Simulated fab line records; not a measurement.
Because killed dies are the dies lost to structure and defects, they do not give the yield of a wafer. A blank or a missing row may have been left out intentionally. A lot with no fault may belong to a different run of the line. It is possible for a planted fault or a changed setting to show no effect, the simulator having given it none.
Split-lot experiment / flow sky130 / 5 lots, 23 wafers read, on a route of 708 steps

THE SPLIT
At SKY_VT_ADJUST_PCH_IMPLANT_08, the setting energy-kev was moved away from the recipe's 10 on 7 of the 23 wafers read, by -5.9% to +4.2%. The other wafers ran this setting at the recipe's value.

The split's own step is where the reading is taken.

THE READING
In nm, at SKY_VT_ADJUST_PCH_IMPLANT_08: implant.drp-nm, which is the simulator's own figure and was read by no gauge. The file gives no usual value for it.

wafer=L075.1; tool, chamber at the split=implanter-03, 0; energy-kev as run=10.42; against the recipe=+4.2%; implant.drp-nm, nm=17.61; against lot-mates on the recipe=+0.50
wafer=L075.6; tool, chamber at the split=implanter-03, 0; energy-kev as run=10.42; against the recipe=+4.2%; implant.drp-nm, nm=17.61; against lot-mates on the recipe=+0.50
wafer=L075.2; tool, chamber at the split=implanter-03, 0; energy-kev as run=10; against the recipe=recipe; implant.drp-nm, nm=17.11; against lot-mates on the recipe=-
wafer=L075.3; tool, chamber at the split=implanter-03, 0; energy-kev as run=10; against the recipe=recipe; implant.drp-nm, nm=17.11; against lot-mates on the recipe=-
wafer=L075.4; tool, chamber at the split=implanter-03, 0; energy-kev as run=10; against the recipe=recipe; implant.drp-nm, nm=17.11; against lot-mates on the recipe=-
wafer=L078.1; tool, chamber at the split=implanter-01, 0; energy-kev as run=10; against the recipe=recipe; implant.drp-nm, nm=17.11; against lot-mates on the recipe=-
wafer=L078.3; tool, chamber at the split=implanter-01, 0; energy-kev as run=10; against the recipe=recipe; implant.drp-nm, nm=17.11; against lot-mates on the recipe=-
wafer=L078.4; tool, chamber at the split=implanter-01, 0; energy-kev as run=10; against the recipe=recipe; implant.drp-nm, nm=17.11; against lot-mates on the recipe=-
wafer=L078.5; tool, chamber at the split=implanter-01, 0; energy-kev as run=10; against the recipe=recipe; implant.drp-nm, nm=17.11; against lot-mates on the recipe=-
wafer=L078.6; tool, chamber at the split=implanter-01, 0; energy-kev as run=10; against the recipe=recipe; implant.drp-nm, nm=17.11; against lot-mates on the recipe=-
wafer=L079.1; tool, chamber at the split=implanter-04, 0; energy-kev as run=9.545; against the recipe=-4.5%; implant.drp-nm, nm=16.57; against lot-mates on the recipe=-0.54
wafer=L079.3; tool, chamber at the split=implanter-04, 0; energy-kev as run=9.545; against the recipe=-4.5%; implant.drp-nm, nm=16.57; against lot-mates on the recipe=-0.54
wafer=L079.5; tool, chamber at the split=implanter-04, 0; energy-kev as run=9.545; against the recipe=-4.5%; implant.drp-nm, nm=16.57; against lot-mates on the recipe=-0.54
wafer=L079.2; tool, chamber at the split=implanter-04, 0; energy-kev as run=10; against the recipe=recipe; implant.drp-nm, nm=17.11; against lot-mates on the recipe=-
wafer=L079.4; tool, chamber at the split=implanter-04, 0; energy-kev as run=10; against the recipe=recipe; implant.drp-nm, nm=17.11; against lot-mates on the recipe=-
wafer=L080.1; tool, chamber at the split=implanter-01, 0; energy-kev as run=10; against the recipe=recipe; implant.drp-nm, nm=17.11; against lot-mates on the recipe=-
wafer=L080.4; tool, chamber at the split=implanter-01, 0; energy-kev as run=10; against the recipe=recipe; implant.drp-nm, nm=17.11; against lot-mates on the recipe=-
wafer=L080.5; tool, chamber at the split=implanter-01, 0; energy-kev as run=10; against the recipe=recipe; implant.drp-nm, nm=17.11; against lot-mates on the recipe=-
wafer=L081.1; tool, chamber at the split=implanter-01, 0; energy-kev as run=10; against the recipe=recipe; implant.drp-nm, nm=17.11; against lot-mates on the recipe=-
wafer=L081.5; tool, chamber at the split=implanter-01, 0; energy-kev as run=10; against the recipe=recipe; implant.drp-nm, nm=17.11; against lot-mates on the recipe=-
wafer=L081.6; tool, chamber at the split=implanter-01, 0; energy-kev as run=10; against the recipe=recipe; implant.drp-nm, nm=17.11; against lot-mates on the recipe=-
wafer=L081.2; tool, chamber at the split=implanter-01, 0; energy-kev as run=9.412; against the recipe=-5.9%; implant.drp-nm, nm=16.4; against lot-mates on the recipe=-0.71
wafer=L081.4; tool, chamber at the split=implanter-01, 0; energy-kev as run=9.412; against the recipe=-5.9%; implant.drp-nm, nm=16.4; against lot-mates on the recipe=-0.71

THE FIT
A straight line over all 23 wafers: implant.drp-nm changes by +0.12 nm for each +1% of energy-kev; r = +1.00; the points scatter about the line by 0.0027 nm.
The same after taking each lot's own level away (the mean of its wafers on the recipe; 23 wafers): +0.12 nm for each +1%; r = +1.00; scatter 0.0027 nm.
That fit puts the effect of the largest move of energy-kev on the reading at 0.7 nm.
The lots' own levels span 17.110 to 17.110 nm.
Hence the lot-to-lot level has little effect on the slope; both slopes agree.
Check: -0.702 nm against its lot-mates is what the line predicts for one of the wafers moved furthest among these (-5.9%) when that wafer is left out of the fit. Against them it came out at -0.71 nm.

THESE WAFERS: OTHER SPLITS
Other splits were also applied to these wafers ahead of the reading. Each is held against what the fit with the lots' levels taken away leaves over:
other split on the same wafers=SKY_FIELD_ISO_OXIDATION_01 ox-time-s; wafers away from the commonest value=18; r with implant.drp-nm (lot level and that fit taken away)=+0.38
other split on the same wafers=SKY_FIELD_ISO_DEVELOP_12 develop-time-s; wafers away from the commonest value=10; r with implant.drp-nm (lot level and that fit taken away)=+0.10
other split on the same wafers=SKY_FIELD_ISO_STRIP_16 power-w; wafers away from the commonest value=12; r with implant.drp-nm (lot level and that fit taken away)=+0.17
other split on the same wafers=SKY_FIELD_ISO_WET_ETCH_29 time-s; wafers away from the commonest value=15; r with implant.drp-nm (lot level and that fit taken away)=+0.10
other split on the same wafers=SKY_NWELL_IMPLANT_11 energy-kev; wafers away from the commonest value=6; r with implant.drp-nm (lot level and that fit taken away)=-0.35
other split on the same wafers=SKY_NWELL_IMPLANT_24 dose-cm2; wafers away from the commonest value=7; r with implant.drp-nm (lot level and that fit taken away)=+0.17
other split on the same wafers=SKY_VT_ADJUST_HVTP_COAT_02 resist-thk-nm; wafers away from the commonest value=7; r with implant.drp-nm (lot level and that fit taken away)=-0.20
other split on the same wafers=SKY_VT_ADJUST_HVTR_IMPLANT_09 energy-kev; wafers away from the commonest value=11; r with implant.drp-nm (lot level and that fit taken away)=-0.09
other split on the same wafers=SKY_VT_ADJUST_PCH_COAT_02 spin-rpm; wafers away from the commonest value=6; r with implant.drp-nm (lot level and that fit taken away)=-0.38

THE WHOLE CHAIN: every reading that the file lists as answering this split, in the file's order
step=SKY_VT_ADJUST_PCH_IMPLANT_08; what it does=; reading=implant.rp-nm (the simulator's own value, which no gauge read); change (the file's fit)=+0.286 nm for each +1% of the setting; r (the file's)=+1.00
step=SKY_VT_ADJUST_PCH_IMPLANT_08; what it does=; reading=implant.drp-nm (the simulator's own value, which no gauge read); change (the file's fit)=+0.12 nm for each +1% of the setting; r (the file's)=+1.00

THE FILE'S OWN FIT
implant.drp-nm changes by +0.12 nm for each +1% of energy-kev, r = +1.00.
